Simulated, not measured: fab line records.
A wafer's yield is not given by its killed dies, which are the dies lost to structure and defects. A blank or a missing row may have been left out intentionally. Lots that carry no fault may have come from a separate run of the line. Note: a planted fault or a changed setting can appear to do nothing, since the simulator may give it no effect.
Tool commonality check ; flow gf180mcu ; Lots sampled 11, wafers sampled 33

## REASON FOR OPENING
2 of 11 lots carry a flag on the reading NSD_TW at GF_NSD_TW_MEAS_12. No-fault wafers: 4234, standard deviation 33.
Rule: flag the lot when none of its wafers has a number, or when each of its wafers that has one lies beyond 4 standard deviations from that mean. All remaining lots are regarded as sound.

lot;measured;on;NSD_TW, wafer by wafer;flag
L866;day 13 03:08;filmMetro-03;4265 4268 4304;
L870;day 14 17:55;filmMetro-04;4188 4192 4201;
L872;day 15 08:51;filmMetro-04;4198 4210 4183;
L871;day 15 08:57;filmMetro-03;4266 4235 4246;
L877;day 17 04:53;filmMetro-01;4249 4242 4259;
L878;day 17 23:42;filmMetro-03;4288 4275 4277;
L879;day 18 00:01;filmMetro-01;4067 4062 4076;FLAGGED
L880;day 18 12:26;filmMetro-03;4064 4084 4087;FLAGGED
L883;day 19 11:45;filmMetro-04;4172 4221 4201;
L885;day 20 00:19;filmMetro-04;4178 4184 4165;
L889;day 21 13:13;filmMetro-01;4280 4286 4274;
Average over the flagged lots: 4073; offset from the usual -161, equal to -5 standard deviations.

## EACH LOT AND THE TOOL IT RAN ON
4 process steps preceding the reading are held in the record, out of 602 steps in the route. Each cell gives the tool, then ch followed by the chambers the sampled wafers passed through, then the start.
lot;flag;GF_HV_LDD_STRIP_10;GF_HV_LDD_STRIP_22;GF_NSD_IMPLANT_09;GF_NSD_STRIP_11
L866;;plasmaAsher-04 ch 0,1, day 9 19:53;plasmaAsher-03 ch 1, day 10 13:45;implanter-01 ch 0, day 13 02:46;plasmaAsher-02 ch 0,1, day 13 03:02
L870;;plasmaAsher-04 ch 0,1, day 10 22:48;plasmaAsher-03 ch 0,1, day 11 17:02;implanter-03 ch 0, day 14 17:33;plasmaAsher-02 ch 0,1, day 14 17:50
L872;;plasmaAsher-01 ch 0,1, day 11 16:44;plasmaAsher-03 ch 0,1, day 12 12:05;implanter-03 ch 0, day 15 08:29;plasmaAsher-01 ch 0,1, day 15 08:46
L871;;plasmaAsher-04 ch 0,1, day 11 14:32;plasmaAsher-03 ch 1, day 12 09:53;implanter-04 ch 0, day 15 08:33;plasmaAsher-04 ch 0,1, day 15 08:51
L877;;plasmaAsher-03 ch 0,1, day 13 13:29;plasmaAsher-04 ch 0,1, day 14 09:25;implanter-04 ch 0, day 17 04:31;plasmaAsher-04 ch 0,1, day 17 04:47
L878;;plasmaAsher-04 ch 0,1, day 14 01:43;plasmaAsher-04 ch 0,1, day 14 23:10;implanter-01 ch 0, day 17 23:18;plasmaAsher-02 ch 0,1, day 17 23:36
L879;FLAGGED;plasmaAsher-03 ch 0,1, day 14 02:01;plasmaAsher-04 ch 0,1, day 14 23:47;implanter-03 ch 0, day 17 23:37;plasmaAsher-01 ch 0,1, day 17 23:54
L880;FLAGGED;plasmaAsher-04 ch 0,1, day 14 17:34;plasmaAsher-04 ch 0,1, day 15 15:11;implanter-03 ch 0, day 18 12:04;plasmaAsher-02 ch 0,1, day 18 12:20
L883;;plasmaAsher-04 ch 0,1, day 15 12:12;plasmaAsher-04 ch 0,1, day 16 09:26;implanter-01 ch 0, day 19 11:21;plasmaAsher-01 ch 0,1, day 19 11:39
L885;;plasmaAsher-01 ch 0,1, day 15 23:44;plasmaAsher-03 ch 0,1, day 16 20:52;implanter-01 ch 0, day 19 23:58;plasmaAsher-02 ch 0,1, day 20 00:13
L889;;plasmaAsher-04 ch 0,1, day 17 08:14;plasmaAsher-01 ch 0,1, day 18 07:34;implanter-03 ch 0, day 21 12:51;plasmaAsher-02 ch 0,1, day 21 13:08
These steps, and what they do:
- GF_HV_LDD_STRIP_10: strips in O2/N2.
- GF_HV_LDD_STRIP_22: strips in O2/N2.
- GF_NSD_IMPLANT_09
- GF_NSD_STRIP_11: strips in O2/N2.
- GF_NSD_TW_MEAS_12

## FLAGGED OVER TOTAL, TOOL BY TOOL (the gauges that took the reading come last)
step;tool;lots run;flagged;share of the flagged lots;sound lots run after its first flagged lot
GF_HV_LDD_STRIP_10;plasmaAsher-01;2;0;none;-
GF_HV_LDD_STRIP_10;plasmaAsher-03;2;1;some;0
GF_HV_LDD_STRIP_10;plasmaAsher-04;7;1;some;2 (L883,L889)
GF_HV_LDD_STRIP_22;plasmaAsher-01;1;0;none;-
GF_HV_LDD_STRIP_22;plasmaAsher-03;5;0;none;-
GF_HV_LDD_STRIP_22;plasmaAsher-04;5;2;all;1 (L883)
GF_NSD_IMPLANT_09;implanter-01;4;0;none;-
GF_NSD_IMPLANT_09;implanter-03;5;2;all;1 (L889)
GF_NSD_IMPLANT_09;implanter-04;2;0;none;-
GF_NSD_STRIP_11;plasmaAsher-01;3;1;some;1 (L883)
GF_NSD_STRIP_11;plasmaAsher-02;6;1;some;2 (L885,L889)
GF_NSD_STRIP_11;plasmaAsher-04;2;0;none;-
GF_NSD_TW_MEAS_12;filmMetro-01;3;1;some;1 (L889)
GF_NSD_TW_MEAS_12;filmMetro-03;4;1;some;0
GF_NSD_TW_MEAS_12;filmMetro-04;4;0;none;-

## THE TABLE: WHAT IT ALLOWS
Table rows that saw every flagged lot: 2, namely plasmaAsher-04 at GF_HV_LDD_STRIP_22 and implanter-03 at GF_NSD_IMPLANT_09.
- plasmaAsher-04 at GF_HV_LDD_STRIP_22: 2 of its 5 lots flagged. Sound lots ran on it after the first flagged one (L883), which a lasting fault on the whole tool wouldn't allow.
- implanter-03 at GF_NSD_IMPLANT_09: 2 of its 5 lots flagged. Sound lots ran on it after the first flagged one (L889), which a lasting fault on the whole tool wouldn't allow. Its own readings (beamEnergyKeV) fall more than 4 standard deviations out on all wafers of the flagged lots.
No row of the table ran every flagged lot and no sound lot after the first.

## WHAT THE SIMULATOR HAD INSERTED
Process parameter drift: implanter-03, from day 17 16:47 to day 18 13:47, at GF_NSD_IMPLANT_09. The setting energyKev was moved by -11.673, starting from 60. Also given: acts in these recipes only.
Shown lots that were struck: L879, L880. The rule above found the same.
